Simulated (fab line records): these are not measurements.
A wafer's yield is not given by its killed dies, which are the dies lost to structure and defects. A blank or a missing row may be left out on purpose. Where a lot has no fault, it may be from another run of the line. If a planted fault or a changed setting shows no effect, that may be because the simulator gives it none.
Which tool is to blame? / flow gf180mcu / 36 wafers from 12 lots sampled at 4 of the route's 602 steps

WHAT THE GAUGES READ, wafer by wafer
GF_M1_CD_MEAS_14: the cd target is 230 nm.
lot=L943; measured=day 17 08:32; on=cd-sem-02; cd-nm (nm)=230.5 229.1 230.2
lot=L944; measured=day 17 16:07; on=cd-sem-02; cd-nm (nm)=228.9 228.0 228.6
lot=L946; measured=day 18 08:26; on=cd-sem-02; cd-nm (nm)=229.1 230.5 229.0
lot=L947; measured=day 18 11:51; on=cd-sem-01; cd-nm (nm)=230.6 231.7 231.3
lot=L949; measured=day 19 01:46; on=cd-sem-01; cd-nm (nm)=229.4 229.7 231.4
lot=L953; measured=day 20 23:00; on=cd-sem-01; cd-nm (nm)=230.2 229.2 229.9
lot=L957; measured=day 22 14:17; on=cd-sem-01; cd-nm (nm)=228.6 229.7 229.6
lot=L959; measured=day 23 04:47; on=cd-sem-02; cd-nm (nm)=230.4 231.3 230.7
lot=L960; measured=day 23 11:26; on=cd-sem-01; cd-nm (nm)=231.7 231.9 232.3
lot=L964; measured=day 24 11:55; on=cd-sem-01; cd-nm (nm)=226.8 228.1 227.0
lot=L965; measured=day 24 21:46; on=cd-sem-01; cd-nm (nm)=231.4 230.8 230.0
lot=L966; measured=day 25 03:09; on=cd-sem-01; cd-nm (nm)=230.1 229.4 229.4

GF_V2_THK_MEAS_03.
lot=L943; measured=day 19 12:23; on=film-metro-02; V2_CVD_02_THK (nm)=852 872 865
lot=L944; measured=day 19 21:10; on=film-metro-03; V2_CVD_02_THK (nm)=842 850 837
lot=L946; measured=day 20 12:22; on=film-metro-01; V2_CVD_02_THK (nm)=845 838 857
lot=L947; measured=day 20 15:04; on=film-metro-01; V2_CVD_02_THK (nm)=845 839 861
lot=L949; measured=day 21 06:40; on=film-metro-03; V2_CVD_02_THK (nm)=851 854 851
lot=L953; measured=day 23 01:46; on=film-metro-02; V2_CVD_02_THK (nm)=842 870 854
lot=L957; measured=day 24 15:55; on=film-metro-01; V2_CVD_02_THK (nm)=674 692 684
lot=L959; measured=day 25 05:07; on=film-metro-02; V2_CVD_02_THK (nm)=698 706 712
lot=L960; measured=day 25 11:43; on=film-metro-02; V2_CVD_02_THK (nm)=836 849 858
lot=L964; measured=day 26 10:59; on=film-metro-03; V2_CVD_02_THK (nm)=839 842 843
lot=L965; measured=day 26 20:50; on=film-metro-01; V2_CVD_02_THK (nm)=849 869 853
lot=L966; measured=day 27 00:34; on=film-metro-02; V2_CVD_02_THK (nm)=858 875 859

WHICH TOOL RAN EACH LOT (tool, then ch and the chambers of the sampled wafers, then the start)
lot=L943; GF_M1_METAL_ETCH_16=rie-metal-03 ch 0,1, day 17 08:41; GF_V2_CVD_02=pecvd-01 ch 0,1,2, day 19 12:18
lot=L944; GF_M1_METAL_ETCH_16=rie-metal-04 ch 0,1, day 17 16:16; GF_V2_CVD_02=pecvd-02 ch 0,1,2, day 19 21:06
lot=L946; GF_M1_METAL_ETCH_16=rie-metal-04 ch 0,1, day 18 08:34; GF_V2_CVD_02=pecvd-02 ch 0,1, day 20 12:17
lot=L947; GF_M1_METAL_ETCH_16=rie-metal-04 ch 0,1, day 18 12:00; GF_V2_CVD_02=pecvd-02 ch 0,1,2, day 20 14:59
lot=L949; GF_M1_METAL_ETCH_16=rie-metal-04 ch 0,1, day 19 01:54; GF_V2_CVD_02=pecvd-02 ch 1,2, day 21 06:35
lot=L953; GF_M1_METAL_ETCH_16=rie-metal-02 ch 0, day 20 23:09; GF_V2_CVD_02=pecvd-04 ch 0,2, day 23 01:41
lot=L957; GF_M1_METAL_ETCH_16=rie-metal-02 ch 0,1, day 22 14:26; GF_V2_CVD_02=pecvd-01 ch 0,1,2, day 24 15:50
lot=L959; GF_M1_METAL_ETCH_16=rie-metal-03 ch 0, day 23 04:56; GF_V2_CVD_02=pecvd-01 ch 1,2, day 25 05:02
lot=L960; GF_M1_METAL_ETCH_16=rie-metal-02 ch 1, day 23 11:35; GF_V2_CVD_02=pecvd-04 ch 0,1,2, day 25 11:38
lot=L964; GF_M1_METAL_ETCH_16=rie-metal-04 ch 0,1, day 24 12:02; GF_V2_CVD_02=pecvd-02 ch 0,2, day 26 10:54
lot=L965; GF_M1_METAL_ETCH_16=rie-metal-03 ch 1, day 24 21:53; GF_V2_CVD_02=pecvd-04 ch 0,2, day 26 20:46
lot=L966; GF_M1_METAL_ETCH_16=rie-metal-04 ch 0,1, day 25 03:18; GF_V2_CVD_02=pecvd-04 ch 0,1,2, day 27 00:28
- GF_M1_METAL_ETCH_16: etches the open film in Cl2/BCl3, stops on SiO2, target depth 627.5 nm, time 104.6 s.
- GF_V2_CVD_02: deposits SiO2 from TEOS, target thk 850 nm, time 94.851 s.

AS READ BY THE TOOLS THEMSELVES (means over the sampled wafers that have a number; for cases with no such wafer, the mark the record gives instead)
GF_M1_METAL_ETCH_16.
lot=L943; tool=rie-metal-03; bcl3-flow-sccm (sccm)=40.03; drypump-motor-current-A (A)=5.9; he-backside-leak-sccm (sccm)=3.43; oes-product-au (a.u.)=0.979; throttle-valve-pct (%)=28.229
lot=L944; tool=rie-metal-04; bcl3-flow-sccm (sccm)=40.07; drypump-motor-current-A (A)=6.2; he-backside-leak-sccm (sccm)=3.15; oes-product-au (a.u.)=0.971; throttle-valve-pct (%)=28.248
lot=L946; tool=rie-metal-04; bcl3-flow-sccm (sccm)=40.04; drypump-motor-current-A (A)=6.1; he-backside-leak-sccm (sccm)=3.24; oes-product-au (a.u.)=0.980; throttle-valve-pct (%)=28.247
lot=L947; tool=rie-metal-04; bcl3-flow-sccm (sccm)=39.94; drypump-motor-current-A (A)=6.2; he-backside-leak-sccm (sccm)=3.16; oes-product-au (a.u.)=0.973; throttle-valve-pct (%)=28.246
lot=L949; tool=rie-metal-04; bcl3-flow-sccm (sccm)=39.94; drypump-motor-current-A (A)=6.1; he-backside-leak-sccm (sccm)=3.17; oes-product-au (a.u.)=0.975; throttle-valve-pct (%)=28.239
lot=L953; tool=rie-metal-02; bcl3-flow-sccm (sccm)=40.05; drypump-motor-current-A (A)=5.4; he-backside-leak-sccm (sccm)=3.14; oes-product-au (a.u.)=0.984; throttle-valve-pct (%)=28.240
lot=L957; tool=rie-metal-02; bcl3-flow-sccm (sccm)=40.05; drypump-motor-current-A (A)=5.5; he-backside-leak-sccm (sccm)=3.13; oes-product-au (a.u.)=0.974; throttle-valve-pct (%)=28.249
lot=L959; tool=rie-metal-03; bcl3-flow-sccm (sccm)=39.97; drypump-motor-current-A (A)=6.5; he-backside-leak-sccm (sccm)=3.18; oes-product-au (a.u.)=0.972; throttle-valve-pct (%)=28.254
lot=L960; tool=rie-metal-02; bcl3-flow-sccm (sccm)=40.18; drypump-motor-current-A (A)=5.7; he-backside-leak-sccm (sccm)=3.11; oes-product-au (a.u.)=0.968; throttle-valve-pct (%)=28.252
lot=L964; tool=rie-metal-04; bcl3-flow-sccm (sccm)=40.03; drypump-motor-current-A (A)=6.2; he-backside-leak-sccm (sccm)=3.23; oes-product-au (a.u.)=0.967; throttle-valve-pct (%)=28.256
lot=L965; tool=rie-metal-03; bcl3-flow-sccm (sccm)=39.94; drypump-motor-current-A (A)=5.6; he-backside-leak-sccm (sccm)=3.72; oes-product-au (a.u.)=0.977; throttle-valve-pct (%)=28.253
lot=L966; tool=rie-metal-04; bcl3-flow-sccm (sccm)=39.99; drypump-motor-current-A (A)=6.1; he-backside-leak-sccm (sccm)=3.22; oes-product-au (a.u.)=0.979; throttle-valve-pct (%)=28.245

GF_V2_CVD_02.
lot=L943; tool=pecvd-01; heater-power-outer-w (W)=404; heater-power-w (W)=661
lot=L944; tool=pecvd-02; heater-power-outer-w (W)=387; heater-power-w (W)=694
lot=L946; tool=pecvd-02; heater-power-outer-w (W)=397; heater-power-w (W)=711
lot=L947; tool=pecvd-02; heater-power-outer-w (W)=390; heater-power-w (W)=699
lot=L949; tool=pecvd-02; heater-power-outer-w (W)=355; heater-power-w (W)=662
lot=L953; tool=pecvd-04; heater-power-outer-w (W)=369; heater-power-w (W)=634
lot=L957; tool=pecvd-01; heater-power-outer-w (W)=430; heater-power-w (W)=701
lot=L959; tool=pecvd-01; heater-power-outer-w (W)=437; heater-power-w (W)=675
lot=L960; tool=pecvd-04; heater-power-outer-w (W)=449; heater-power-w (W)=734
lot=L964; tool=pecvd-02; heater-power-outer-w (W)=352; heater-power-w (W)=632
lot=L965; tool=pecvd-04; heater-power-outer-w (W)=454; heater-power-w (W)=747
lot=L966; tool=pecvd-04; heater-power-outer-w (W)=395; heater-power-w (W)=691

THE ANSWER, worked out from the rows above alone
Rule: what is usual is taken from the lots themselves. The widest of any qualifying gaps counts: lots, ordered by their means at a reading, are off when they make up no more than a third of the lots, leave a main group of 4 or more, and stand apart from it by 3 or more times the standard deviation of that group's means. If all means in a main group match to the digits the tables above print for the reading, that group is not used. Also off: a lot with no number at a reading for which 4 or more lots have one. The other lots that the step has rows for count as sound. First the gauges in route order, then the tools' own readings, where a lot's mean is used as printed above. The first step at which some lot is off is used, and at that step the reading that is off furthest; a lot without a number counts as furthest.
Off: L957, L959, at GF_V2_THK_MEAS_03 (V2_CVD_02_THK). For the main group the mean is 852 nm and the standard deviation 7.5.
If a tool, at a process step before that reading, ran all the lots that are off and no sound lot after the first of them, it fits. Gauges at GF_V2_THK_MEAS_03: tried the same way as those tools. One fits: GF_V2_CVD_02 on pecvd-01. A fault onset in the window from L943 (day 19 12:18, its last sound lot) to L957 (day 24 15:50, its first lot off) fits.

WHAT THE SIMULATOR HAD INSERTED
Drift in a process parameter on pecvd-01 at GF_V2_CVD_02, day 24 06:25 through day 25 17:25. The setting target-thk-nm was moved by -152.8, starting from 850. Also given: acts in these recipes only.
Lots struck among those shown: L957, L959. This agrees with what the rule above found.
